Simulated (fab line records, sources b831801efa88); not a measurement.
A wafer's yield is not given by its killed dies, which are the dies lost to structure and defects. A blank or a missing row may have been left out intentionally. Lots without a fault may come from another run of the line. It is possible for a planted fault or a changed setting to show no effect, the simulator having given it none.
The tool behind it: which one?	flow sky130	11 lots with 33 wafers sampled at 3 steps, on a route of 708 steps

## WHAT THE GAUGES SHOWED, per wafer
SKY_CONTACT_OVL_MEAS_15.
lot	measured	on	CONTACT_OVL (nm)
L904	day 31 09:07	overlay-02	10 2 3
L905	day 31 19:34	overlay-01	8 3 -8
L907	day 32 07:29	overlay-02	-3 -4 -8
L915	day 34 19:40	overlay-01	5 8 7
L917	day 35 20:50	overlay-02	-2 3 -10
L918	day 36 03:16	overlay-01	11 2 5
L919	day 37 20:56	overlay-02	11 -5 10
L922	day 38 00:26	overlay-02	14 4 12
L923	day 38 02:55	overlay-02	3 -3 3
L925	day 38 04:14	overlay-02	-2 -6 -7
L927	day 38 16:08	overlay-01	13 8 7

SKY_CONTACT_RS_MEAS_25: a four-point-probe measurement.
lot	measured	on	CONTACT_W_RS (ohm/sq)
L904	day 31 10:13	filmMetro-02	0.343 0.344 0.334
L905	day 31 20:32	filmMetro-02	0.342 0.338 0.345
L907	day 32 08:26	filmMetro-02	0.335 0.341 0.338
L915	day 34 20:45	filmMetro-02	0.335 0.336 0.333
L917	day 35 21:46	filmMetro-02	0.337 0.335 0.349
L918	day 36 04:12	filmMetro-01	0.339 0.337 0.332
L919	day 37 22:01	filmMetro-03	0.331 0.332 0.330
L922	day 38 01:23	filmMetro-03	0.341 0.341 0.344
L923	day 38 03:54	filmMetro-03	0.340 0.337 0.337
L925	day 38 05:19	filmMetro-03	0.335 0.336 0.337
L927	day 38 17:09	filmMetro-02	0.338 0.338 0.338

## WHICH TOOL RAN EACH LOT (tool, then ch and the chambers of the sampled wafers, then the start)
lot	SKY_CONTACT_SPUTTER_23
L904	pvdSputter-01, day 31 10:02
L905	pvdSputter-01, day 31 20:22
L907	pvdSputter-03, day 32 08:14
L915	pvdSputter-03, day 34 20:28
L917	pvdSputter-03, day 35 21:35
L918	pvdSputter-02, day 36 04:02
L919	pvdSputter-02, day 37 21:43
L922	pvdSputter-02, day 38 01:11
L923	pvdSputter-02, day 38 03:44
L925	pvdSputter-01, day 38 05:01
L927	pvdSputter-02, day 38 16:57
- SKY_CONTACT_SPUTTER_23: material TiN, target thk 20 nm, time 80 s.

## AS READ BY THE TOOLS THEMSELVES (means over the sampled wafers that have a number; for cases with no such wafer, the mark the record gives instead)
SKY_CONTACT_SPUTTER_23.
lot	tool	throttleValvePct (%)
L904	pvdSputter-01	29.4
L905	pvdSputter-01	30.6
L907	pvdSputter-03	29.7
L915	pvdSputter-03	29.7
L917	pvdSputter-03	30.3
L918	pvdSputter-02	30.3
L919	pvdSputter-02	30.2
L922	pvdSputter-02	29.9
L923	pvdSputter-02	30.2
L925	pvdSputter-01	30.8
L927	pvdSputter-02	30.4

## THE ANSWER, worked out from the rows above alone
Rule: the usual values come from the lots themselves. Put in order of their means at a reading, lots are off if they are a third of the lots or fewer, leave a main group of 4 or more, and stand apart from it by a gap of 3 or more times the standard deviation of the main group's means; of several such gaps the widest counts. A main group whose means are all the same, to the digits that the tables above print for the reading, isn't used. Also off: a lot with no number at a reading for which 4 or more lots have one. Any other lot the step has rows for is counted as sound. First the gauges in route order, then the tools' own readings, where a lot's mean is used as printed above. The first step at which some lot is off is used, and at that step the reading that is off furthest; a lot without a number counts as furthest.
Across all readings shown, no lot is off: no conclusion can be drawn from this.

## WHAT THE SIMULATOR HAD PUT IN
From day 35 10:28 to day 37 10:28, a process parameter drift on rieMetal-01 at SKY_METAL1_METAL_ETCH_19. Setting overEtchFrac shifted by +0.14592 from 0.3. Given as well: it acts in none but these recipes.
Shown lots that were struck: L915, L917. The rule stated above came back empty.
